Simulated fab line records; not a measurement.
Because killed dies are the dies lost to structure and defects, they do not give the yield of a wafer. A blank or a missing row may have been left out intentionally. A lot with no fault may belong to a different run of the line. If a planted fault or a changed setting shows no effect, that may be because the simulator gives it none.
A struck lot beside a sound one / flow gf180mcu / 21 steps out of a route of 602
Sound: these wafers, L965.2, L965.5, L965.6. Struck: wafers L974.1, L974.3, L974.6. At the end, the cause is stated.
At each step with rows: each side's tool, then ch and its chambers, then its first start. Under that, the readings that differ: sound wafers / struck wafers / difference of the means / sigmas: that difference in standard deviations of wafers without a fault.
alike: readings with means less than 2 such deviations apart, plus words and numbers identical on both sides. not compared: withheld readings, readings lacking a value on some wafer, bounds such as >300 that could conceal the same value, and numbers that have no deviation in the record and whose values overlap.
A row with sigmas, a row that says differs or no value, or rows on one side alone: a step with any of these is where the two part. Numbers that have no deviation but don't overlap get no sigmas and don't part them. Lack of a reading on every wafer of one side parts them only where that side has two or more wafers.

first, 3 steps without rows for these wafers: GF_M5_STRIP_12 (strips in post etch residue remover, time 1200 s); GF_M5_CLEAN_13 (cleans in DIW); GF_V5_CVD_00 (deposits SiO2, target thk 300 nm, time 50 s).
GF_V5_THK_MEAS_01:
  struck on film-metro-03, day 31 01:24; sound on film-metro-02, day 28 19:35
  alike: V5_CVD_00_THK
GF_V5_CVD_02: deposits SiO2 from TEOS, target thk 1450 nm, time 163.28 s.
  sound on pecvd-02 ch 0,1,2, day 28 19:38; struck on pecvd-01 ch 0,2, day 31 01:28
  alike: heater-power-w
GF_V5_THK_MEAS_03:
  struck on film-metro-04, day 31 01:34; sound on film-metro-03, day 28 19:45
  alike: V5_CVD_02_THK
GF_V5_CMP_04: polishes SiO2.
  sound on cmp-02 ch 1,2, day 28 19:48; struck on cmp-01 ch 0,2, day 31 01:41
reading=motor-current-A (A); sound=14.8 12.4 15.1; struck=12.5 11.2 10.8; difference=-2.6; sigmas=-2
GF_V5_BOW_MEAS_05:
  struck on film-metro-02, day 31 01:59; sound on film-metro-02, day 28 20:07
  alike: V5_BOW
then, 4 steps without rows for these wafers: GF_V5_DEHYDRATE_06 (time 60 s); GF_V5_HMDS_07 (prime time 60 s); GF_V5_COAT_08; GF_V5_COAT_09 (resist thk 1000 nm).
GF_V5_SOFTBAKE_10: time 60 s.
  sound on litho-track-03 ch 0, day 29 05:00; struck on litho-track-03 ch 0, day 31 10:00
reading=heater-power-total-W (W); sound=93.10 93.10 93.13; struck=106.59 106.55 106.54; difference=+13.45; sigmas=+99 or more
reading=plate-temp-C (C); sound=129.91 130.01 130.13; struck=144.49 144.33 144.35; difference=+14.37; sigmas=+99 or more
reading=model.KrF_of_V5_COAT_09.thk-nm (nm); sound=999.8 1000 999; struck=984.3 981.4 986.9; difference=-15.4; sigmas=
then, 2 steps without rows for these wafers: GF_V5_EXPOSE_11 (exposes mask Via5, target cd 260 nm); GF_V5_PEB_12 (peb time 90 s).
GF_V5_DEVELOP_13: develop time 60 s.
  sound on litho-track-03 ch 0, day 29 14:05; struck on litho-track-02 ch 0, day 31 19:57
reading=model.KrF_of_V5_COAT_09.thk-nm (nm); sound=984.8 985.1 984; struck=969.6 966.7 972.2; difference=-15.1; sigmas=
  alike: developer-temp-C
GF_V5_CD_MEAS_14 targets a cd of 260 nm.
  struck on cd-sem-02, day 31 20:06; sound on cd-sem-01, day 29 14:14
reading=cd-nm (nm); sound=260.7 261.9 259.9; struck=303.6 303.4 303.6; difference=+42.7; sigmas=+33
GF_V5_OVL_MEAS_15:
  struck on overlay-01, day 31 20:13; sound on overlay-02, day 29 14:20
  alike: V5_OVL
GF_V5_ETCH_16: etches BARC in N2/H2.
  sound on rie-diel-04 ch 0,1,2, day 29 14:22; struck on rie-diel-04 ch 1,3, day 31 20:16
reading=model.V5.cd-nm (nm); sound=261.2 261.7 260; struck=302.7 304 302.9; difference=+42.2; sigmas=
  alike: chamber-pressure-mTorr, drypump-motor-current-A, oes-product-au, throttle-valve-pct
GF_V5_ETCH_17: etches SiO2 in C4F8/O2/Ar, stops on TiN, target depth 855 nm.
  sound on rie-diel-04 ch 0,1,2; struck on rie-diel-04 ch 1,3
reading=model.V5.cd-nm (nm); sound=261.3 262.5 259.1; struck=302.9 303.7 302.8; difference=+42.2; sigmas=
  alike: chamber-pressure-mTorr, oes-product-au
GF_V5_STRIP_18: strips in O2/N2.
  sound on plasma-asher-02 ch 0,1, day 29 14:31; struck on plasma-asher-02 ch 0,1, day 31 20:25
  alike: chamber-pressure-mTorr, drypump-motor-current-A, heater-power-w, oes-product-au
  not compared: rf-hours-counter-h

== WHERE THEY PART ==
First at GF_V5_CMP_04; last, within this record, at GF_V5_CD_MEAS_14. Later steps at which nothing parts them and some readings are alike: GF_V5_OVL_MEAS_15, GF_V5_ETCH_16, GF_V5_ETCH_17, GF_V5_STRIP_18.

WHY: the cause the simulator had injected
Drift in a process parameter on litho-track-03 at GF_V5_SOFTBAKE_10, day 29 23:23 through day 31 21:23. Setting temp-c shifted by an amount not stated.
